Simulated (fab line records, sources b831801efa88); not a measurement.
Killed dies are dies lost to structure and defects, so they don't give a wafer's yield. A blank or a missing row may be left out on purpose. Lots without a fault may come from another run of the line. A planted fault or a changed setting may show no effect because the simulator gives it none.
fab line records | flow sky130
record lots=14 wafers=42 last_day=50
route steps=708 shown LDD_HVN@277 LDD_LDN@296 POLY_CUT@314 SD_P@327
lots that met no fault: from a run of the same line without faults
start_h: hours from the record's first day to the start of the lot's first wafer shown | wait_h: hours since the lot's step before | " the same as in the row above | L1.1+2: a row that stands for several wafers | - no value, or no start given | * or withheld: withheld | < > ~ a bound
route shown NAME@n: a module of which the file shows steps, and the number in the route of the first | usual: mean/standard deviation of fault-free wafers | same: alike in all rows | chamber/n: place in a boat | sites: the reading at each site | _std_site: their standard deviation | _edge_site: outer sites' mean less inner sites' | radius_mm: how far each site lies from the wafer's centre | mask NAME#n: copy n | behind: the tool/chamber that last shaped the wafer | hold: why the lot was held/for how many hours/how that ended | device: the transistor (n, p or np) that didn't switch | end of line: the same wafers' tests at the end of the route | a step without rows: its recipe alone | killed: dies lost to structure and defects at the first sort, not the wafer's yield | map: a wafer's dies, x killed, . not, _ none there
set.NAME: the setting as run; set.NAME@STEP: as run at that earlier step | model.NAME: the simulator's own value behind a step, which no gauge read
steps of the route over a sample of lots; a table a step, a row a wafer
## steps
# step SKY_LDD_HVN_TW_MEAS_10
# usual LDD_HVN_TW=1438/5.3
# columns lot.wafer tool chamber start_h wait_h LDD_HVN_TW
L219.1 film_metro-01 - 454.58 0.1 1443
L219.2 " - " " 1440
L219.3 " - " " 1442
L220.2 film_metro-04 - 470.66 0.1 1434
L220.4 " - " " 1440
L220.5 " - " " 1450
L224.1 film_metro-02 - 507.52 0.1 1433
L224.3 " - " " 1434
L224.4 " - " " 1438
L225.3 film_metro-01 - 518.19 0.1 1443
L225.4 " - " " 1438
L225.5 " - " " 1437
L230.2 film_metro-02 - 569.03 0.1 1437
L230.5 " - " " 1437
L230.6 " - " " 1432
L233.1 film_metro-02 - 597.40 0.1 1429
L233.3 " - " " 1445
L233.6 " - " " 1456
L234.2 film_metro-04 - 602.01 0.1 1444
L234.4 " - " " 1439
L234.5 " - " " 1439
L235.2 film_metro-02 - 604.96 0.1 1437
L235.5 " - " " 1431
L235.6 " - " " 1434
L237.2 film_metro-04 - 615.38 0.1 1436
L237.4 " - " " 1432
L237.5 " - " " 1442
L236.1 film_metro-04 - 616.27 0.1 1431
L236.2 " - " " 1436
L236.4 " - " " 1437
L238.1 film_metro-02 - 630.80 0.1 1439
L238.2 " - " " 1436
L238.3 " - " " 1435
L239.3 film_metro-02 - 631.92 0.1 1435
L239.4 " - " " 1442
L239.5 " - " " 1434
L240.1 film_metro-04 - 642.25 0.1 1445
L240.4 " - " " 1437
L240.5 " - " " 1436
L242.1 film_metro-02 - 657.00 0.1 1435
L242.4 " - " " 1434
L242.5 " - " " 1430
# step SKY_LDD_LDN_OVL_MEAS_07
# usual LDD_LDN_OVL=0.8/1.4
# columns lot.wafer tool chamber start_h wait_h LDD_LDN_OVL[nm]
L219.1 overlay-02 - 517.26 0.1 -0.1
L219.2 " - " " -0.3
L219.3 " - " " 1.0
L220.2 overlay-02 - 532.18 0.1 3.8
L220.4 " - " " 1.7
L220.5 " - " " 2.7
L224.1 overlay-01 - 566.86 0.1 1.9
L224.3 " - " " 1.2
L224.4 " - " " 0.9
L225.3 overlay-01 - 578.16 0.1 -1.2
L225.4 " - " " 0.3
L225.5 " - " " 1.3
L230.2 overlay-01 - 626.70 0.1 -0.4
L230.5 " - " " -0.6
L230.6 " - " " -0.9
L233.1 overlay-01 - 653.99 0.1 -1.2
L233.3 " - " " -1.1
L233.6 " - " " 0.0
L234.2 overlay-01 - 659.93 0.1 -0.5
L234.4 " - " " 1.1
L234.5 " - " " -0.1
L235.2 overlay-01 - 661.85 0.1 -0.5
L235.5 " - " " 0.1
L235.6 " - " " -1.0
L237.2 overlay-01 - 672.00 0.1 -1.1
L237.4 " - " " 0.8
L237.5 " - " " 0.0
L236.1 overlay-01 - 674.26 0.1 1.5
L236.2 " - " " 2.2
L236.4 " - " " 2.3
L238.1 overlay-02 - 687.59 0.1 1.5
L238.2 " - " " 0.8
L238.3 " - " " 2.1
L239.3 overlay-01 - 689.41 0.1 -0.4
L239.4 " - " " -1.2
L239.5 " - " " -0.8
L240.1 overlay-01 - 698.42 0.1 1.0
L240.4 " - " " 1.8
L240.5 " - " " 1.5
L242.1 overlay-01 - 711.46 0.1 0.5
L242.4 " - " " 2.1
L242.5 " - " " -0.4
# step SKY_POLY_CUT_DEVELOP_07
# recipe develop_time_s=60 resist=KrF-thick dev_temp_c=21
# usual chill_plate_temp_C=22.96/0.099 develop_time_s=60/0
# columns lot.wafer tool chamber start_h wait_h chill_plate_temp_C develop_time_s
L219.1 litho_track-02 0 549 - 22.93 60
L219.2 " 0 " " 22.94 60
L219.3 " 0 " " 22.91 60
L220.2 litho_track-04 0 564 - 22.99 60
L220.4 " 0 " " 23.04 60
L220.5 " 0 " " 23.00 60
L224.1 litho_track-03 - 598 - - -
L224.3 " - " " - -
L224.4 " - " " - -
L225.3 litho_track-03 - 608 - - -
L225.4 " - " " - -
L225.5 " - " " - -
L230.2 litho_track-03 0 657 - 22.98 60
L230.5 " 0 " " 23.07 60
L230.6 " 0 " " 23.12 60
L233.1 litho_track-03 0 684 - 22.90 60
L233.3 " 0 " " 23.00 60
L233.6 " 0 " " 23.14 60
L234.2 litho_track-02 0 694 - 23.03 60
L234.4 " 0 " " 23.02 60
L234.5 " 0 695 - 23.10 60
L235.2 litho_track-02 0 699 - 23.07 60
L235.5 " 0 " " 23.07 60
L235.6 " 0 " " 23.07 60
L237.2 litho_track-03 0 702 - 22.87 60
L237.4 " 0 " " 22.93 60
L237.5 " 0 " " 22.98 60
L236.1 litho_track-02 0 705 - 22.88 60
L236.2 " 0 " " 22.98 60
L236.4 " 0 " " 22.98 60
L238.1 litho_track-03 0 718 - 22.92 60
L238.2 " 0 " " 23.01 60
L238.3 " 0 " " 22.95 60
L239.3 litho_track-04 0 720 - 23.01 60
L239.4 " 0 " " 23.08 60
L239.5 " 0 " " 23.14 60
L240.1 litho_track-03 0 728 - 22.99 60
L240.4 " 0 " " 22.87 60
L240.5 " 0 " " 22.95 60
L242.1 litho_track-03 0 741 - 22.91 60
L242.4 " 0 " " 22.82 60
L242.5 " 0 " " 22.82 60
# step SKY_SD_P_CD_MEAS_07
# recipe target_cd_nm=380
# usual cd_nm=378.9/2.5
# columns lot.wafer tool chamber start_h wait_h cd_nm
L219.1 cd_sem-01 - 580.16 0.1 375.6
L219.2 " - " " 378.7
L219.3 " - " " 377.4
L220.2 cd_sem-01 - 593.36 0.1 385.6
L220.4 " - " " 385.7
L220.5 " - " " 386.1
L230.2 cd_sem-02 - 685.13 0.1 377.4
L230.5 " - " " 376.2
L230.6 " - " " 377.3
L233.1 cd_sem-02 - 712.39 0.1 380.4
L233.3 " - " " 379.5
L233.6 " - " " 380.9
L234.2 cd_sem-02 - 723.28 0.1 379.1
L234.4 " - " " 377.2
L234.5 " - " " 375.3
L235.2 cd_sem-02 - 727.01 0.1 378.7
L235.5 " - " " 381.1
L235.6 " - " " 378.7
L237.2 cd_sem-02 - 729.96 0.1 376.5
L237.4 " - " " 377.6
L237.5 " - " " 376.9
L236.1 cd_sem-02 - 732.84 0.1 376.6
L236.2 " - " " 375.1
L236.4 " - " " 377.2
L238.1 cd_sem-02 - 745.94 0.1 381.8
L238.2 " - " " 383.5
L238.3 " - " " 381.6
L239.3 cd_sem-02 - 747.57 0.2 380.9
L239.4 " - " " 380.7
L239.5 " - " " 381.7
L240.1 cd_sem-02 - 755.71 0.1 379.1
L240.4 " - " " 379.8
L240.5 " - " " 380.1
L242.1 cd_sem-02 - 768.14 0.1 377.9
L242.4 " - " " 381.9
L242.5 " - " " 382.2
## key
first_sign step=SKY_POLY_CUT_DEVELOP_07 reading=tool_record direction=missing
effect none on later readings
met_at SKY_POLY_CUT_DEVELOP_07
struck_lots L224,L225
later_rows_left_out L224.1,L224.3,L224.4,L225.3,L225.4,L225.5
sort_left_out L224.1,L224.3,L224.4,L225.3,L225.4,L225.5
tester_left_out L224,L225
not_acting_at SKY_LDD_HVN_TW_MEAS_10,SKY_LDD_LDN_OVL_MEAS_07,SKY_SD_P_CD_MEAS_07
fault kind=skipped_step_whole tool=litho_track-03 chamber=- onset_h=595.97 steps=SKY_POLY_CUT_DEVELOP_07 scope=struck_lots_only
# tester_left_out: of these lots the tester's yield and bins aren't shown, on N5 and GAA mostly nor the transistor test; their killed dies are dies lost to structure and defects alone, not to doping, threshold or leakage, so they don't give the yield
# sort_left_out: the simulated sort isn't trusted on such a fault, so these wafers' sort isn't shown, and their yield isn't known
# later_rows_left_out: the simulator's readings of these wafers behind a module that went badly wrong aren't trusted and aren't shown, but for the sort
